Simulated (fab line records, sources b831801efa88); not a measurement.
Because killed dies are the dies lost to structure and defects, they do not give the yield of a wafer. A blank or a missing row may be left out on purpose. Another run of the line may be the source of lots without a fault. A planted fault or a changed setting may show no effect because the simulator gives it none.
The tool behind it: which one? :: flow sky130 :: Sampling: 14 lots, 42 wafers, 2 of 708 route steps

== WHAT EACH GAUGE READ, for each wafer ==
The record holds no reading of a measuring or inspecting step that can be judged against a usual standard deviation.

== TOOL THAT RAN EACH LOT (tool first, then ch and the chambers of the sampled wafers, then the start) ==
lot: L932
SKY_VT_ADJUST_NCORE_COAT_02: litho track-02 ch 0, day 8 04:49
SKY_VT_ADJUST_NCORE_STRIP_10: plasma asher-03 ch 0,1, day 8 16:14

lot: L933
SKY_VT_ADJUST_NCORE_COAT_02: litho track-03 ch 0, day 8 12:05
SKY_VT_ADJUST_NCORE_STRIP_10: plasma asher-03 ch 0,1, day 8 22:25

lot: L935
SKY_VT_ADJUST_NCORE_COAT_02: litho track-01 ch 0, day 9 06:34
SKY_VT_ADJUST_NCORE_STRIP_10: plasma asher-03 ch 0,1, day 9 17:46

lot: L936
SKY_VT_ADJUST_NCORE_COAT_02: litho track-03 ch 0, day 9 10:42
SKY_VT_ADJUST_NCORE_STRIP_10: plasma asher-01 ch 0,1, day 9 22:01

lot: L937
SKY_VT_ADJUST_NCORE_COAT_02: litho track-01 ch 0, day 9 17:47
SKY_VT_ADJUST_NCORE_STRIP_10: plasma asher-01 ch 0,1, day 10 05:56

lot: L938
SKY_VT_ADJUST_NCORE_COAT_02: litho track-01 ch 0, day 9 19:34
SKY_VT_ADJUST_NCORE_STRIP_10: plasma asher-01 ch 0,1, day 10 07:32

lot: L939
SKY_VT_ADJUST_NCORE_COAT_02: litho track-01 ch 0, day 10 06:14
SKY_VT_ADJUST_NCORE_STRIP_10: plasma asher-03 ch 0,1, day 10 17:57

lot: L942
SKY_VT_ADJUST_NCORE_COAT_02: litho track-03 ch 0, day 11 01:48
SKY_VT_ADJUST_NCORE_STRIP_10: plasma asher-03 ch 0,1, day 11 14:20

lot: L943
SKY_VT_ADJUST_NCORE_COAT_02: litho track-02 ch 0, day 11 11:32
SKY_VT_ADJUST_NCORE_STRIP_10: plasma asher-03 ch 0,1, day 11 23:36

lot: L947
SKY_VT_ADJUST_NCORE_COAT_02: litho track-03 ch 0, day 12 21:27
SKY_VT_ADJUST_NCORE_STRIP_10: plasma asher-03 ch 0, day 13 10:14

lot: L948
SKY_VT_ADJUST_NCORE_COAT_02: litho track-03 ch 0, day 13 01:56
SKY_VT_ADJUST_NCORE_STRIP_10: plasma asher-03 ch 0,1, day 13 15:13

lot: L949
SKY_VT_ADJUST_NCORE_COAT_02: litho track-01 ch 0, day 13 08:41
SKY_VT_ADJUST_NCORE_STRIP_10: plasma asher-04 ch 0,1, day 13 21:25

lot: L954
SKY_VT_ADJUST_NCORE_COAT_02: litho track-02 ch 0, day 14 14:58
SKY_VT_ADJUST_NCORE_STRIP_10: plasma asher-04 ch 0,1, day 15 03:32

lot: L955
SKY_VT_ADJUST_NCORE_COAT_02: litho track-01 ch 0, day 14 21:55
SKY_VT_ADJUST_NCORE_STRIP_10: plasma asher-03 ch 0,1, day 15 12:02
- SKY_VT_ADJUST_NCORE_COAT_02: resist thk 1140 nm.
- SKY_VT_ADJUST_NCORE_STRIP_10: strips in O2/N2.

== AS READ BY THE TOOLS THEMSELVES (means over the sampled wafers that have a number; for cases with no such wafer, the mark the record gives instead) ==
SKY_VT_ADJUST_NCORE_STRIP_10.
lot: L932
tool: plasma asher-03
drypump motor current A (A): 6.0
o2 flow sccm (sccm): 2994
oes product au (a.u.): 0.717
strip time to endpoint s (s): 14.16

lot: L933
tool: plasma asher-03
drypump motor current A (A): 6.4
o2 flow sccm (sccm): 3009
oes product au (a.u.): 0.718
strip time to endpoint s (s): 14.13

lot: L935
tool: plasma asher-03
drypump motor current A (A): 6.0
o2 flow sccm (sccm): 2986
oes product au (a.u.): 0.714
strip time to endpoint s (s): 14.17

lot: L936
tool: plasma asher-01
drypump motor current A (A): 5.3
o2 flow sccm (sccm): 3007
oes product au (a.u.): 0.714
strip time to endpoint s (s): 14.21

lot: L937
tool: plasma asher-01
drypump motor current A (A): 5.4
o2 flow sccm (sccm): 2993
oes product au (a.u.): 0.715
strip time to endpoint s (s): 14.13

lot: L938
tool: plasma asher-01
drypump motor current A (A): 5.3
o2 flow sccm (sccm): 3000
oes product au (a.u.): 0.713
strip time to endpoint s (s): 14.19

lot: L939
tool: plasma asher-03
drypump motor current A (A): 6.3
o2 flow sccm (sccm): 3002
oes product au (a.u.): 0.713
strip time to endpoint s (s): 14.15

lot: L942
tool: plasma asher-03
drypump motor current A (A): 6.0
o2 flow sccm (sccm): 3006
oes product au (a.u.): 0.713
strip time to endpoint s (s): 14.23

lot: L943
tool: plasma asher-03
drypump motor current A (A): 6.0
o2 flow sccm (sccm): 3009
oes product au (a.u.): 0.721
strip time to endpoint s (s): 14.16

lot: L947
tool: plasma asher-03
drypump motor current A (A): 5.7
o2 flow sccm (sccm): 3001
oes product au (a.u.): 0.714
strip time to endpoint s (s): 13.90

lot: L948
tool: plasma asher-03
drypump motor current A (A): 6.0
o2 flow sccm (sccm): 2996
oes product au (a.u.): 0.719
strip time to endpoint s (s): 13.82

lot: L949
tool: plasma asher-04
drypump motor current A (A): 6.2
o2 flow sccm (sccm): 2999
oes product au (a.u.): 0.714
strip time to endpoint s (s): 14.14

lot: L954
tool: plasma asher-04
drypump motor current A (A): 6.3
o2 flow sccm (sccm): 3007
oes product au (a.u.): 0.714
strip time to endpoint s (s): 14.20

lot: L955
tool: plasma asher-03
drypump motor current A (A): 6.0
o2 flow sccm (sccm): 3002
oes product au (a.u.): 0.721
strip time to endpoint s (s): 14.13

== THE ANSWER, worked out from the rows above alone ==
Rule: usual is defined by the lots themselves. The widest of any qualifying gaps counts: lots, ordered by their means at a reading, are off when they make up no more than a third of the lots, leave a main group of 4 or more, and stand apart from it by 3 or more times the standard deviation of that group's means. If all means in a main group match to the digits the tables above print for the reading, that group is not used. Also off: a lot with no number at a reading for which 4 or more lots have one. All remaining lots with rows at the step are treated as sound. The gauges are gone through in route order, then the tools' own readings, and for those a lot's mean is taken as printed above. At the first step where some lot is off, the reading lying furthest off is the one used; lots without a number count as furthest.
Off at SKY_VT_ADJUST_NCORE_STRIP_10 (strip time to endpoint s): L947, L948. The main group has a mean of 14.17 s with a standard deviation of 0.032.
If a tool, at that step or one of the process steps before it, ran each lot that is off and ran no sound lot following the first of them, it fits. One fits: SKY_VT_ADJUST_NCORE_COAT_02 on litho track-03. A fault onset in the window from L942 (day 11 01:48, its last sound lot) to L947 (day 12 21:27, its first lot off) fits.

== WHAT WAS PUT IN BY THE SIMULATOR ==
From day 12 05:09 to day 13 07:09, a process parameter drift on litho track-03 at SKY_VT_ADJUST_NCORE_COAT_02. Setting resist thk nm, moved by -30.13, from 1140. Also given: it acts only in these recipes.
Shown lots that were struck: L947, L948. This agrees with what the rule above found.
